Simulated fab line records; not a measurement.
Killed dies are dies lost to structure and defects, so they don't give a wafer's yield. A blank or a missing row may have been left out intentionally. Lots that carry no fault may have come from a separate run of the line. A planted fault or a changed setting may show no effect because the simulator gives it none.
Shared-tool check | flow gf180mcu | Lots sampled 14, wafers sampled 42

## REASON IT WAS OPENED
2 of 14 lots carry a flag on the reading VT_IMPLANT_4_TW at GF_VT_IMPLANT_TW_MEAS_43. No-fault wafers: 694, standard deviation 3.5.
Rule: a lot is flagged when every wafer of it that has a number lies more than 4 standard deviations from that mean, or none has a number. The rest of the lots are taken to be sound.

lot  | measured     | on            | VT_IMPLANT_4_TW, wafer by wafer | flag
L872 | day 7 21:57  | film-metro-02 | 698 693 702                     |
L873 | day 8 02:02  | film-metro-02 | 699 696 697                     |
L875 | day 8 11:35  | film-metro-01 | 695 695 696                     |
L877 | day 9 03:56  | film-metro-01 | 689 691 691                     |
L878 | day 9 08:46  | film-metro-01 | 690 693 690                     |
L879 | day 9 16:05  | film-metro-01 | 688 691 694                     |
L880 | day 10 01:38 | film-metro-01 | 693 696 694                     |
L881 | day 10 09:17 | film-metro-02 | 699 700 702                     |
L882 | day 10 15:50 | film-metro-01 | 696 692 693                     |
L884 | day 11 10:49 | film-metro-02 | 699 699 691                     |
L889 | day 12 22:41 | film-metro-04 | 615 618 618                     | FLAGGED
L891 | day 13 10:26 | film-metro-01 | 622 620 623                     | FLAGGED
L892 | day 13 13:37 | film-metro-02 | 692 691 692                     |
L894 | day 13 23:35 | film-metro-01 | 697 695 698                     |
On average the flagged lots' numbers are 619, which is -75 against the usual, or -21 standard deviations.

## WHICH TOOL EACH LOT WENT THROUGH
The record keeps 1 process step preceding the reading, out of 602 steps on the route. Each cell gives the tool, then ch followed by the chambers the sampled wafers passed through, then the start.
lot  | flag    | GF_VT_IMPLANT_IMPLANT_41
L872 |         | implanter-04 ch 0, day 7 21:43
L873 |         | implanter-03 ch 0, day 8 01:47
L875 |         | implanter-04 ch 0, day 8 11:22
L877 |         | implanter-04 ch 0, day 9 03:41
L878 |         | implanter-03 ch 0, day 9 08:31
L879 |         | implanter-04 ch 0, day 9 15:50
L880 |         | implanter-01 ch 0, day 10 01:25
L881 |         | implanter-03 ch 0, day 10 09:03
L882 |         | implanter-01 ch 0, day 10 15:35
L884 |         | implanter-03 ch 0, day 11 10:34
L889 | FLAGGED | implanter-04 ch 0, day 12 22:27
L891 | FLAGGED | implanter-04 ch 0, day 13 10:11
L892 |         | implanter-01 ch 0, day 13 13:24
L894 |         | implanter-03 ch 0, day 13 23:20
What the steps here do:
- GF_VT_IMPLANT_IMPLANT_41
- GF_VT_IMPLANT_TW_MEAS_43

## FLAGGED OVER TOTAL, TOOL BY TOOL (the gauges that took the reading come last)
step                     | tool          | lots run | flagged | share of the flagged lots | sound lots run after its first flagged lot
GF_VT_IMPLANT_IMPLANT_41 | implanter-01  | 3        | 0       | none                      | -
GF_VT_IMPLANT_IMPLANT_41 | implanter-03  | 5        | 0       | none                      | -
GF_VT_IMPLANT_IMPLANT_41 | implanter-04  | 6        | 2       | all                       | 0
GF_VT_IMPLANT_TW_MEAS_43 | film-metro-01 | 8        | 1       | some                      | 1 (L894)
GF_VT_IMPLANT_TW_MEAS_43 | film-metro-02 | 5        | 0       | none                      | -
GF_VT_IMPLANT_TW_MEAS_43 | film-metro-04 | 1        | 1       | some                      | 0

## WHAT IS ALLOWED BY THE TABLE
Rows of the table that ran each flagged lot: 1, that is implanter-04 at GF_VT_IMPLANT_IMPLANT_41.
- implanter-04 at GF_VT_IMPLANT_IMPLANT_41: 2 of its 6 lots flagged. Its last sound lot is L879 (day 9 15:50), its first flagged lot L889 (day 12 22:27): a fault that began between those two fits. Its own readings (tilt-deg) fall more than 4 standard deviations out on all wafers of the flagged lots.
Left over: one tool, implanter-04 at GF_VT_IMPLANT_IMPLANT_41.

## WHAT THE SIMULATOR HAD PUT IN
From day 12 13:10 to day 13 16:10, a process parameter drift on implanter-04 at GF_VT_IMPLANT_IMPLANT_41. From 7, the setting tilt-deg moved by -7. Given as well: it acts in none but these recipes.
Lots struck among those shown: L889, L891. The rule above reached the same finding.
